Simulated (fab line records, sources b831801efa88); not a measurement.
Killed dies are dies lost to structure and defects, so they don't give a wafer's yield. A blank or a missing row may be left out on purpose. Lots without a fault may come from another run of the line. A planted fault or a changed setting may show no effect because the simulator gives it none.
Which tool did it? | flow sky130 | 12 lots, 36 wafers sampled, at 1 step of a route of 708

WHAT THE GAUGES READ, wafer by wafer
SKY_VIA2_OVL_MEAS_13.
lot  | measured     | on         | VIA2_OVL (nm)
L075 | day 36 10:20 | overlay-01 | 2 7 4
L077 | day 37 04:26 | overlay-02 | 10 -3 8
L079 | day 38 00:28 | overlay-01 | 3 3 6
L081 | day 38 18:05 | overlay-01 | -3 2 -2
L083 | day 39 02:44 | overlay-01 | 0 5 2
L085 | day 39 23:11 | overlay-01 | -3 -6 -7
L087 | day 40 06:35 | overlay-01 | -2 -5 -1
L089 | day 40 21:56 | overlay-01 | 8 -2 -2
L091 | day 41 13:34 | overlay-01 | 12 7 2
L093 | day 42 02:44 | overlay-01 | -5 -11 -7
L095 | day 42 21:41 | overlay-02 | -1 8 2
L097 | day 43 07:08 | overlay-02 | 1 -6 0

WHICH TOOL RAN EACH LOT (tool, then ch and the chambers of the sampled wafers, then the start)
The record holds no process step before these readings.

THE ANSWER, worked out from the rows above alone
Rule: what is usual is taken from the lots themselves. Put in order of their means at a reading, lots are off if they are a third of the lots or fewer, leave a main group of 4 or more, and stand apart from it by a gap of 3 or more times the standard deviation of the main group's means; of several such gaps the widest counts. A main group whose means are all the same, to the digits that the tables above print for the reading, isn't used. A lot without any number at a reading at which 4 lots or more have one is off too. The other lots that the step has rows for count as sound.
No lot is off at any reading shown: from this, nothing can be told.

WHAT THE SIMULATOR HAD PUT IN
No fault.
